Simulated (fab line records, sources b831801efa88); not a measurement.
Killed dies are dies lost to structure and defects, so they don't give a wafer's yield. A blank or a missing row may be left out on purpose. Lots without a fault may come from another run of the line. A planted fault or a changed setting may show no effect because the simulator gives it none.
Which tool did it? | flow sky130 | 6 lots, 18 wafers sampled, at 5 steps of a route of 708

WHAT THE GAUGES READ, wafer by wafer
SKY_LOCAL_INTERCONNECT_RS_MEAS_01: measures by four-point-probe.
lot  | measured     | on            | LOCAL_INTERCONNECT_TIN_RS (ohm/sq)
L288 | day 29 12:37 | film_metro-04 | 14.15 14.17 13.97
L291 | day 30 21:14 | film_metro-02 | 14.31 14.28 14.18
L293 | day 31 21:12 | film_metro-03 | 14.19 14.30 14.13
L296 | day 32 11:43 | film_metro-03 | 14.00 14.16 14.11
L305 | day 35 13:04 | film_metro-02 | 14.34 14.30 14.40
L309 | day 36 10:07 | film_metro-02 | 14.23 14.28 14.05

WHICH TOOL RAN EACH LOT (tool, then ch and the chambers of the sampled wafers, then the start)
lot  | SKY_LI_CONTACT_ETCH_14             | SKY_LI_CONTACT_SPUTTER_19    | SKY_LI_CONTACT_CVD_21         | SKY_LOCAL_INTERCONNECT_SPUTTER_00
L288 | rie_diel-04 ch 0,1,2, day 29 11:22 | pvd_sputter-04, day 29 11:47 | cvd_w-01 ch 0,1, day 29 11:55 | pvd_sputter-03, day 29 12:32
L291 | rie_diel-04 ch 0,1,3, day 30 19:52 | pvd_sputter-04, day 30 20:19 | cvd_w-01 ch 0,1, day 30 20:27 | pvd_sputter-04, day 30 21:10
L293 | rie_diel-04 ch 0,2, day 31 19:55   | pvd_sputter-01, day 31 20:21 | cvd_w-01 ch 0,1, day 31 20:32 | pvd_sputter-03, day 31 21:05
L296 | rie_diel-02 ch 0,1,3, day 32 10:28 | pvd_sputter-04, day 32 10:54 | cvd_w-02 ch 0,1, day 32 11:02 | pvd_sputter-03, day 32 11:38
L305 | rie_diel-02 ch 0,2,3, day 35 11:49 | pvd_sputter-01, day 35 12:15 | cvd_w-02 ch 0,1, day 35 12:23 | pvd_sputter-04, day 35 13:00
L309 | rie_diel-03 ch 0,1,2, day 36 08:49 | pvd_sputter-02, day 36 09:16 | cvd_w-01 ch 0,1, day 36 09:26 | pvd_sputter-04, day 36 10:01
- SKY_LI_CONTACT_ETCH_14: etches BARC in N2/H2, stops on SiO2, time 45.9 s, target depth 60 nm.
- SKY_LI_CONTACT_SPUTTER_19: material Ti, target thk 20 nm, time 106.37 s.
- SKY_LI_CONTACT_CVD_21: deposits W, target thk 400 nm, time 120.56 s.
- SKY_LOCAL_INTERCONNECT_SPUTTER_00: material TiN, target thk 100 nm, time 83.3 s.

THE ANSWER, worked out from the rows above alone
Rule: what is usual is taken from the lots themselves. Put in order of their means at a reading, lots are off if they are a third of the lots or fewer, leave a main group of 4 or more, and stand apart from it by a gap of 3 or more times the standard deviation of the main group's means; of several such gaps the widest counts. A main group whose means are all the same, to the digits that the tables above print for the reading, isn't used. A lot without any number at a reading at which 4 lots or more have one is off too. The other lots that the step has rows for count as sound.
No lot is off at any reading shown: from this, nothing can be told.

WHAT THE SIMULATOR HAD PUT IN
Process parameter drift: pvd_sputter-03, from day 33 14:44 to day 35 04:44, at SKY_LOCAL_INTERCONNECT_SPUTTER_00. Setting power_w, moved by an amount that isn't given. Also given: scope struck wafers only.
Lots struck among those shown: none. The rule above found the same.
